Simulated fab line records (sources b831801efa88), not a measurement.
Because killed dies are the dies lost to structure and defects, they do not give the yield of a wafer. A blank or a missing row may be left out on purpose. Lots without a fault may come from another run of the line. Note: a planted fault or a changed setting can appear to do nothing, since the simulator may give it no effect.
One fault through the eyes of 2 desks + flow sky130 + numbers are kept per desk, each desk with only its own; the story behind them comes last

## THE TOOL OWNER'S DESK: lithoTrack-03
The tool's own readings at SKY_METAL2_SOFTBAKE_11 (time 90 s): means of the sampled wafers that have a number, for each lot that ran on this tool. If a lot's mean is further than 4 standard deviations from the usual mean, the lot is out of limits and carries the mark OUT (the distance appears in the brackets).
Columns: A = heaterPowerTotalW at SKY_METAL2_SOFTBAKE_11, usual 57.35 W; B = runLengthS at SKY_METAL2_SOFTBAKE_11, usual 119.25 s
| lot  | first seen here | A     | B                |
|------|-----------------|-------|------------------|
| L424 | day 37 10:00    | 57.26 | 119.49           |
| L425 | day 37 19:00    | 57.28 | 119.41           |
| L429 | day 38 23:00    | 57.25 | 121.91 (+13) OUT |
This desk's finding: out of limits on L429; first on L429, day 38 23:00 (runLengthS at SKY_METAL2_SOFTBAKE_11). Within limits: L424, L425.

## AT THE METROLOGY DESK
Means of the sampled wafers that have a number, per lot and without regard to the tool the lot ran on: this is what the gauges read. If a lot's mean is further than 4 standard deviations from the usual mean, the lot is out of limits and carries the mark OUT (the distance appears in the brackets).
Columns: A = cdNm at SKY_VIA1_CD_MEAS_12, usual 150.0 nm; B = METAL2_ALCU_THK at SKY_METAL2_THK_MEAS_06, usual 246 nm
| lot  | first seen here | A     | B   |
|------|-----------------|-------|-----|
| L419 | day 35 10:44    | 148.7 | 246 |
| L420 | day 35 12:22    | 152.3 | 246 |
| L422 | day 36 00:46    | 151.4 | 242 |
| L421 | day 36 05:47    | 151.5 | 244 |
| L423 | day 36 09:41    | 148.9 | 247 |
| L424 | day 36 19:01    | 148.3 | 252 |
| L425 | day 37 05:18    | 150.5 | 241 |
| L429 | day 38 08:41    | 152.0 | 245 |
| L436 | day 40 06:05    | 149.6 | 245 |
| L437 | day 40 16:25    | 148.7 | 243 |
| L441 | day 41 08:58    | 150.2 | 246 |
| L440 | day 41 14:35    | 150.5 | 247 |
| L442 | day 41 18:53    | 149.5 | 245 |
This desk found nothing out of limits on any of the 13 lots.

## TAKEN TOGETHER
On L429, at day 38 23:00, an alarm was possible from the tool owner's desk.
Metrology desk: nothing out of limits seen.
The metrology desk holds a record of L429, inside its limits.
Every lot named ran SKY_METAL2_SOFTBAKE_11 on lithoTrack-03.

## WHAT THE SIMULATOR HAD INSERTED
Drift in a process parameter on lithoTrack-03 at SKY_METAL2_SOFTBAKE_11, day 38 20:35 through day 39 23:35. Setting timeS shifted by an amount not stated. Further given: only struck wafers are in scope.
Shown lots that were struck: L429.
Hours from the fault's start to each desk's first reading out of limits: the tool owner's desk, 2.
